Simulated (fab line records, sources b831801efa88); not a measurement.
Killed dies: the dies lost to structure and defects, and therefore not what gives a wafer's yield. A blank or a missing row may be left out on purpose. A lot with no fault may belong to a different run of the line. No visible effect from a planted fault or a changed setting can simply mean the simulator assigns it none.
Comparing a struck lot with a sound one | flow sky130 | 21 steps out of a route of 708
Sound: wafers L445.1, L445.3, L445.5. The struck wafers were L452.1, L452.2, L452.3. The cause is named last.
Each step with rows lists, per side, the tool, then ch with its chambers, then its first start. Under that, the readings that differ: sound wafers | struck wafers | difference of the means | sigmas: that difference in standard deviations of wafers without a fault.
alike: a reading whose means differ by less than 2 such deviations, as well as words and numbers matching on both sides. not compared: withheld readings; readings where some wafer has no value; bounds like >300 that might hide an equal value; numbers whose values overlap and for which the record gives no deviation.
A row with sigmas, a row that says differs or no value, or rows on one side alone: a step with any of these is where the two part. Numbers that don't overlap but have no deviation are shown without sigmas and don't part them. A reading that every wafer of one side lacks parts them only if that side has two wafers or more.

first, 3 steps without rows for these wafers: SKY_RES_PROTECT_PEB_05; SKY_RES_PROTECT_DEVELOP_06 (develop time 60 s); SKY_POLY_GATE_IMPLANT_02.
SKY_RES_PROTECT_STRIP_07: strips in O2/N2.
  sound on plasma-asher-02 ch 0,1, day 18 10:58; struck on plasma-asher-02 ch 0,1, day 20 22:56
  alike: drypump-motor-current-A, oes-product-au, strip-time-to-endpoint-s
  not compared: rf-hours-counter-h
SKY_RES_PROTECT_TW_MEAS_08:
  sound on film-metro-03 at day 18 11:04; struck on film-metro-02 at day 20 23:02
  reading      | sound          | struck         | difference | sigmas
  POLY_GATE_TW | 4107 4116 4103 | 3995 4026 4015 | -97        | -2
then, 2 steps without rows for these wafers: SKY_RES_PROTECT_CLEAN_09 (cleans in SC1/SC2, time 150 s); SKY_POLY_GATE_CVD_03 (deposits Si3N4 from DCS/NH3, target thk 75 nm, time 1290 s).
SKY_POLY_GATE_THK_MEAS_04:
  sound on film-metro-04 at day 18 12:32; struck on film-metro-04 at day 21 00:56
  alike: POLY_GATE_CVD_03_THK
then, 4 steps without rows for these wafers: SKY_POLY_GATE_DEHYDRATE_05 (time 60 s); SKY_POLY_GATE_HMDS_06 (prime time 60 s); SKY_POLY_GATE_COAT_07 (resist thk 110 nm); SKY_POLY_GATE_COAT_08 (resist thk 450 nm).
SKY_POLY_GATE_SOFTBAKE_09: time 90 s.
  sound on litho-track-03 ch 0, day 19 03:00; struck on litho-track-03 ch 0, day 21 17:00
  reading                  | sound               | struck            | difference | sigmas
  heater-power-total-W (W) | 57.19 57.39 57.37   | 52.16 52.35 52.27 | -5.06      | -46
  plate-temp-C (C)         | 100.27 99.95 100.40 | 93.50 93.50 93.67 | -6.65      | -47
then, 2 steps without rows for these wafers: SKY_POLY_GATE_EXPOSE_10 (exposes mask P1M, target cd 150 nm); SKY_POLY_GATE_PEB_11.
SKY_POLY_GATE_DEVELOP_12: develop time 60 s.
  sound on litho-track-03 ch 0; struck on litho-track-03 ch 0
  reading                                          | sound             | struck          | difference | sigmas
  model.KrF-thick_of_POLY_GATE_COAT_08.thk-nm (nm) | 434.5 434.2 434.3 | 442 441.5 441.9 | +7         |
SKY_POLY_GATE_CD_MEAS_13 targets a cd of 150 nm.
  sound on cd-sem-01 at day 19 18:39; struck on cd-sem-02 at day 22 07:48
  reading    | sound             | struck            | difference | sigmas
  cd-nm (nm) | 150.1 151.0 150.8 | 153.9 153.5 153.7 | +3.1       | +3
SKY_POLY_GATE_OVL_MEAS_14:
  sound on overlay-02 at day 19 18:46; struck on overlay-01 at day 22 07:55
  alike: POLY_GATE_OVL
SKY_POLY_GATE_ETCH_15: etches BARC in N2/H2, stops on SiO2, time 118.5 s, target depth 110 nm.
  sound on rie-diel-01 ch 1,3, day 19 18:48; struck on rie-diel-02 ch 0,1,3, day 22 07:57
  reading                                          | sound           | struck            | difference | sigmas
  model.KrF-thick_of_POLY_GATE_COAT_08.thk-nm (nm) | 343 342.8 344.2 | 348.7 349.4 351.5 | +6.5       |
  alike: drypump-motor-current-A, oes-product-au, throttle-valve-pct
  not compared: rf-hours-counter-h
SKY_POLY_GATE_ETCH_16: etches Si3N4 in CH3F/O2, stops on poly-Si, time 147.5 s, target depth 75 nm.
  sound on rie-diel-01 ch 1,3, day 19 18:53; struck on rie-diel-02 ch 0,1, day 22 08:05
  alike: ch3f-flow-sccm, drypump-motor-current-A, oes-product-au, throttle-valve-pct
  not compared: rf-hours-counter-h
-- the record jumps here: 27 days lie between the struck wafers' starts before and after (it left off in module POLY_GATE and takes up again in module PAD_OPEN, whose first step shown is number 708 of the route) --
SKY_PAD_OPEN_PROBE_99:
  sound on prober-01 at day 48 03:32; struck on prober-02 at day 49 19:13
  alike: killed_at_M0_to_M3, killed_at_M4_up, killed-at-contacts, killed-at-front-end, killed-at-other, killed-dies, killed-open, killed-short

WHERE THEY PART
Last at SKY_POLY_GATE_CD_MEAS_13 as far as this record goes, first at SKY_RES_PROTECT_TW_MEAS_08. Later steps at which nothing parts them and some readings are alike: SKY_POLY_GATE_OVL_MEAS_14, SKY_POLY_GATE_ETCH_15, SKY_POLY_GATE_ETCH_16, SKY_PAD_OPEN_PROBE_99.

WHY: what had been put in by the simulator
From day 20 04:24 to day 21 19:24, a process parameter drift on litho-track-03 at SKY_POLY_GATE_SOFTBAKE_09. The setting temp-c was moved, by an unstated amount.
